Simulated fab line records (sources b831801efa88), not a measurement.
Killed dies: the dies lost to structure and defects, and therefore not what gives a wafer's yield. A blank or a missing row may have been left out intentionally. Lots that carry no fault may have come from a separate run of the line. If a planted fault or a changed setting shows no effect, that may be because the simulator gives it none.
A lot that was struck, set against a sound lot ; flow sky130 ; 44 out of 708 route steps
Sound: wafers L877.2, L877.5, L877.6. Struck: wafer L885.1 (L885.2, L885.4, from the same lot, were not struck and are left out); the cause is given at the end.
Order at every step that has rows: each side's tool, ch and its chambers, its first start. Under that, the readings that differ: sound wafers ; struck wafers ; difference of the means ; sigmas: that difference in standard deviations of wafers without a fault.
alike: readings with means less than 2 such deviations apart, plus words and numbers identical on both sides. not compared: withheld readings, readings lacking a value on some wafer, bounds such as >300 that could conceal the same value, and numbers that have no deviation in the record and whose values overlap.
The two part at a step that has a row with sigmas, a row that says differs or no value, or rows on one side only. Non-overlapping numbers with no deviation appear without sigmas and do not part them. A reading missing from all wafers of one side parts the sides only when that side holds two or more wafers.

first, 1 step without rows for these wafers: SKY_METAL2_DEVELOP_14 (develop time 60 s).
SKY_METAL2_CD_MEAS_15: the cd target is 140 nm.
  sound: cd-sem-01 at day 35 00:49; struck: cd-sem-02 at day 37 22:14
  alike: cd-nm
SKY_METAL2_OVL_MEAS_16:
  sound: overlay-02 at day 35 00:55; struck: overlay-02 at day 37 22:21
  alike: METAL2_OVL
then, 1 step without rows for these wafers: SKY_METAL2_DESCUM_17 (chemistry O2, time 8 s).
SKY_METAL2_ETCH_18: etches BARC in N2/H2, stops on SiO2, time 45.9 s, target depth 60 nm.
  sound on rie-metal-04 ch 0,1, day 35 00:59; struck on rie-metal-01 ch 0, day 37 22:25
  alike: drypump-motor-current-A, oes-product-au, throttle-valve-pct
  not compared: rf-hours-counter-h
then, 6 steps without rows for these wafers: SKY_METAL2_METAL_ETCH_19 (etches the open film in Cl2/BCl3, stops on SiO2, target depth 360 nm, time 78 s); SKY_METAL2_STRIP_20 (strips in O2/N2); SKY_METAL2_STRIP_21 (strips in post etch residue remover, time 1200 s); SKY_METAL2_CLEAN_22 (cleans in IPA, time 180 s); SKY_METAL2_CLEAN_23 (cleans in O3/DIW); SKY_VIA2_HDPCVD_00 (deposits SiO2, target thk 1180 nm, time 196.7 s).
SKY_VIA2_THK_MEAS_01:
  sound: film-metro-01 at day 35 01:55; struck: film-metro-01 at day 37 23:17
  alike: VIA2_HDPCVD_THK
SKY_VIA2_CMP_02: polishes SiO2.
  sound on cmp-02 ch 0,3, day 35 02:32; struck on cmp-01 ch 3, day 37 23:21
reading;sound;struck;difference;sigmas
model.SiO2_of_VIA2_HDPCVD_00.thk-nm (nm);494.7 494 493;619.9;+126.0;
  alike: edge-zone-pressure-frac, motor-current-A, slurry-filter-dp-kPa
SKY_VIA2_BOW_MEAS_03:
  sound: film-metro-04 at day 35 02:49; struck: film-metro-04 at day 37 23:39
  alike: VIA2_BOW
then, 8 steps without rows for these wafers: SKY_VIA2_DEHYDRATE_04 (time 60 s); SKY_VIA2_HMDS_05 (prime time 60 s); SKY_VIA2_COAT_06 (resist thk 60 nm); SKY_VIA2_COAT_07 (resist thk 450 nm); SKY_VIA2_SOFTBAKE_08 (time 90 s); SKY_VIA2_EXPOSE_09 (exposes mask VIM2, target cd 200 nm); SKY_VIA2_PEB_10; SKY_VIA2_DEVELOP_11 (develop time 60 s).
SKY_VIA2_CD_MEAS_12: the cd target is 200 nm.
  sound: cd-sem-02 at day 36 04:57; struck: cd-sem-02 at day 39 00:44
  alike: cd-nm
SKY_VIA2_OVL_MEAS_13:
  sound: overlay-01 at day 36 05:04; struck: overlay-01 at day 39 00:52
  alike: VIA2_OVL
then, 1 step without rows for these wafers: SKY_VIA2_ETCH_14 (etches BARC in N2/H2, stops on SiO2, time 45.9 s, target depth 60 nm).
SKY_VIA2_ETCH_15: etches SiO2 in C4F8/O2/Ar, stops on TiN, target depth 546 nm, time 84 s.
  sound on rie-diel-03 ch 0,1, day 36 05:08; struck on rie-diel-04 ch 1, day 39 00:56
reading;sound;struck;difference;sigmas
oes-product-au (a.u.);0.931 0.943 0.942;0.992;+0.053;+12
model.VIA2.feature-depth-nm (nm);494.6 493.9 493;544.1;+50.3;
model.etch.depth-nm (nm);494.6 493.9 493;544.1;+50.3;
  not compared: rf-hours-counter-h
SKY_VIA2_STRIP_16: strips in O2/N2.
  sound on plasma-asher-01 ch 0,1, day 36 05:11; struck on plasma-asher-01 ch 1, day 39 01:00
reading;sound;struck;difference;sigmas
drypump-motor-current-A (A);4.8 6.2 4.8;6.2;+0.9;+2
  alike: oes-product-au, strip-time-to-endpoint-s
  not compared: rf-hours-counter-h
then, 5 steps without rows for these wafers: SKY_VIA2_STRIP_17 (strips in post etch residue remover, time 1200 s); SKY_VIA2_CLEAN_18 (cleans in IPA, time 180 s); SKY_VIA2_CLEAN_19 (cleans in O3/DIW); SKY_VIA2_SPUTTER_20 (material TiN, target thk 20 nm, time 80 s); SKY_VIA2_CVD_21 (deposits W, target thk 420 nm, time 126.4 s).
SKY_VIA2_RS_MEAS_22: uses a four-point probe to measure.
  sound: film-metro-02 at day 36 06:02; struck: film-metro-01 at day 39 01:47
  alike: VIA2_W_RS
SKY_VIA2_THK_MEAS_23: measures by xrf.
  sound: film-metro-02 at day 36 06:08; struck: film-metro-01 at day 39 01:54
  alike: VIA2_W_THK
then, 1 step without rows for these wafers: SKY_VIA2_CMP_24 (polishes, stops on SiO2, t overpolish 20 s, target thk 0 nm).
SKY_METAL3_SPUTTER_00: material Ti, target thk 15 nm, time 10 s.
  sound: pvd-sputter-02 at day 36 06:29; struck: pvd-sputter-01 at day 39 02:16
  alike: throttle-valve-pct
then, 3 steps without rows for these wafers: SKY_METAL3_SPUTTER_01 (material TiN, target thk 20 nm, time 16.7 s); SKY_METAL3_SPUTTER_02 (material AlCu, target thk 735 nm, time 39.1 s); SKY_METAL3_SPUTTER_03 (material Ti, target thk 5 nm, time 3.3 s).
SKY_METAL3_SPUTTER_04: material TiN, target thk 70 nm, time 59.98 s.
  sound: pvd-sputter-02 at day 36 06:35; struck: pvd-sputter-01 at day 39 02:22
  alike: throttle-valve-pct
SKY_CAPM_CVD_00: deposits SiO2, target thk 15.5 nm.
  sound on pecvd-03 ch 1,2, day 36 06:38; struck on pecvd-01 ch 1, day 39 02:25
reading;sound;struck;difference;sigmas
heater-power-w (W);669 688 801;503;-216;-2
SKY_CAPM_THK_MEAS_01:
  sound: film-metro-02 at day 36 06:41; struck: film-metro-01 at day 39 02:26
  alike: CAPM_CVD_00_THK
-- the record jumps here: 2 days lie between the struck wafers' starts before and after (it left off in module CAPM and takes up again in module METAL3, whose first step shown is number 532 of the route) --
SKY_METAL3_METAL_ETCH_18: etches the open film in Cl2/BCl3, stops on SiO2, target depth 845 nm, time 183.1 s.
  sound on rie-metal-01 ch 0,1, day 38 12:20; struck on rie-metal-03 ch 1, day 41 03:13
reading;sound;struck;difference;sigmas
model.SiO2_of_VIA2_HDPCVD_00.thk-nm (nm);464.8 464.6 463.1;589.3;+125.1;
  alike: bcl3-flow-sccm, drypump-motor-current-A, oes-product-au, throttle-valve-pct
  not compared: rf-hours-counter-h
-- the record jumps here: 7 days lie between the struck wafers' starts before and after (it left off in module METAL3 and takes up again in module PAD_OPEN, whose first step shown is number 708 of the route) --
SKY_PAD_OPEN_PROBE_99:
  sound: prober-02 at day 45 17:05; struck: prober-02 at day 47 21:25
reading;sound;struck;difference;sigmas
killed-at-other;0 0 1;2;+2;+2
model.etest.tester.sort-n-pass;414 412 404;0;-410;
model.etest.tester.sort_bin_5_pct (%);9.553 9.553 9.959;92.48;+82.79;
model.etest.tester.sort-yield-pct (%);84.15 83.74 82.11;0;-83;
model.etest.nfet_01v8_turned.under-floor;0 0 0;1;+1;
model.etest.res-li.open;0 0 0;1;+1;
model.etest.met1-comb.under-floor;0 0 0;1;+1;
model.etest.nfet_16v.open;0 0 0;1;+1;
model.etest.diode-ndiff-fingers.under-floor;0 0 0;1;+1;
  alike: defect-limited-yield, killed_at_M0_to_M3, killed_at_M4_up, killed-at-contacts, killed-at-front-end, killed-dies, killed-open, killed-short

## WHERE THEY PART
Earliest at SKY_VIA2_ETCH_15; latest, in this record, at SKY_PAD_OPEN_PROBE_99.

WHY: what had been put in by the simulator
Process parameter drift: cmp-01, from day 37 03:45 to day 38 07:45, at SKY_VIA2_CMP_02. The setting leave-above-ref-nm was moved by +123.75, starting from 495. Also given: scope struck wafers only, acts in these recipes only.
